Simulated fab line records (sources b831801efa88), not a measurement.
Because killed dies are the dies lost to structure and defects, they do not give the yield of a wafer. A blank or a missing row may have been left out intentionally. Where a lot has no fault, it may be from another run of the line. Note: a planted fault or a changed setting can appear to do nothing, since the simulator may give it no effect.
Which tool was responsible? -- flow sky130 -- 35 wafers from 12 lots sampled at 3 of the route's 708 steps

## WHAT THE GAUGES SHOWED, per wafer
SKY_VIA1_RS_MEAS_22: the measuring method here is four-point-probe.
lot,measured,on,VIA1_W_RS (ohm/sq)
L431,day 34 16:25,film_metro-04,0.429 0.429 0.433
L433,day 35 16:06,film_metro-04,0.429 0.431 0.432
L436,day 36 18:28,film_metro-04,0.427 0.422 0.427
L437,day 37 07:04,film_metro-02,0.422 0.423 0.424
L438,day 37 11:44,film_metro-03,0.425 0.426 0.425
L439,day 37 19:59,film_metro-04,0.434 0.424 0.431
L440,day 38 00:02,film_metro-03,0.424 0.420 0.418
L445,day 39 17:29,film_metro-02,0.431 0.434 0.435
L442,day 39 17:58,film_metro-02,0.428 0.425 0.429
L446,day 40 01:58,film_metro-02,0.419 0.424
L451,day 41 15:08,film_metro-04,0.420 0.427 0.420
L452,day 41 18:38,film_metro-03,0.424 0.428 0.427

SKY_VIA3_BOW_MEAS_03.
lot,measured,on,VIA3_BOW (um)
L431,day 39 07:22,film_metro-02,77 71 83
L433,day 40 04:53,film_metro-02,78 84 71
L436,day 41 06:13,film_metro-03,78 91 71
L437,day 41 17:39,film_metro-03,64 85 94
L438,day 41 22:04,film_metro-02,85 90 75
L439,day 42 04:25,film_metro-02,75 72 73
L440,day 42 08:54,film_metro-02,84 88 61
L445,day 44 01:41,film_metro-04,86 84 83
L442,day 44 01:05,film_metro-02,83 79 83
L446,day 44 06:26,film_metro-04,81 85
L451,day 45 16:49,film_metro-02,78 74 81
L452,day 45 20:10,film_metro-03,80 96 87

## WHICH TOOL RAN EACH LOT (tool, then ch and the chambers of the sampled wafers, then the start)
lot,SKY_METAL3_ETCH_16
L431,"rie_metal-01 ch 1, day 39 05:56"
L433,"rie_metal-03 ch 0,1, day 40 02:59"
L436,"rie_metal-04 ch 0,1, day 41 04:44"
L437,"rie_metal-04 ch 0,1, day 41 16:11"
L438,"rie_metal-01 ch 0,1, day 41 20:38"
L439,"rie_metal-01 ch 0,1, day 42 02:59"
L440,"rie_metal-03 ch 0,1, day 42 06:59"
L445,"rie_metal-04 ch 0,1, day 44 00:12"
L442,"rie_metal-04 ch 0, day 43 23:38"
L446,"rie_metal-04 ch 0,1, day 44 05:00"
L451,"rie_metal-01 ch 0,1, day 45 15:23"
L452,"rie_metal-03 ch 0,1, day 45 18:44"
- SKY_METAL3_ETCH_16: etches BARC in N2/H2, stops on SiO2, time 88.2 s, target depth 60 nm.

## AS READ BY THE TOOLS THEMSELVES (means over the sampled wafers that have a number; for cases with no such wafer, the mark the record gives instead)
SKY_METAL3_ETCH_16.
lot,tool,drypump_motor_current_A (A),h2_flow_sccm (sccm),oes_product_au (a.u.),run_length_s (s),throttle_valve_pct (%)
L431,rie_metal-01,5.2,199.8,0.625,116.1,13.215
L433,rie_metal-03,5.7,200.0,0.625,116.4,13.202
L436,rie_metal-04,5.8,200.3,0.626,116.0,13.203
L437,rie_metal-04,5.9,200.2,0.626,116.4,13.212
L438,rie_metal-01,5.9,199.5,0.625,116.4,13.199
L439,rie_metal-01,5.9,200.1,0.626,116.7,13.211
L440,rie_metal-03,5.5,200.1,0.629,116.7,13.197
L445,rie_metal-04,5.9,199.8,0.628,116.0,13.201
L442,rie_metal-04,6.1,200.2,0.624,116.0,13.213
L446,rie_metal-04,5.8,200.1,0.609,122.8,13.207
L451,rie_metal-01,5.9,200.0,0.625,116.8,13.202
L452,rie_metal-03,5.7,200.1,0.619,116.3,13.197

## THE ANSWER, worked out from the rows above alone
Rule: the lots themselves supply what counts as usual. Put in order of their means at a reading, lots are off if they are a third of the lots or fewer, leave a main group of 4 or more, and stand apart from it by a gap of 3 or more times the standard deviation of the main group's means; of several such gaps the widest counts. A main group is skipped when, at the precision printed for the reading in the tables above, its means are all equal. Also off: a lot with no number at a reading for which 4 or more lots have one. Any other lot the step has rows for is counted as sound. After the gauges, taken in route order, come the tools' own readings; for these a lot's mean is taken, as printed above. The first step at which some lot is off is used, and at that step the reading that is off furthest; a lot without a number counts as furthest.
Off at SKY_METAL3_ETCH_16 (run_length_s): L446. For the main group the mean is 116.3 s and the standard deviation 0.28.
A tool fits if, at that step or a process step before it, it ran every lot that is off, and no sound lot after the first of them. One fits: SKY_METAL3_ETCH_16 on rie_metal-04. Its last sound lot is L445 (day 44 00:12), its first lot that is off L446 (day 44 05:00): a fault that began between those two fits.
The tool's own readings at SKY_METAL3_ETCH_16 bear it out: on the lots that are off they differ by more than 5 times the standard deviation of the sound lots' means. oes_product_au reads 0.609 a.u. there against 0.625 a.u. on the sound lots; run_length_s reads 122.8 s there against 116.3 s on the sound lots.

## WHAT THE SIMULATOR PUT IN
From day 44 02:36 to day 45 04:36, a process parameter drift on rie_metal-04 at SKY_METAL3_ETCH_16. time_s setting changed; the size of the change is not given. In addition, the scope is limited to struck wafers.
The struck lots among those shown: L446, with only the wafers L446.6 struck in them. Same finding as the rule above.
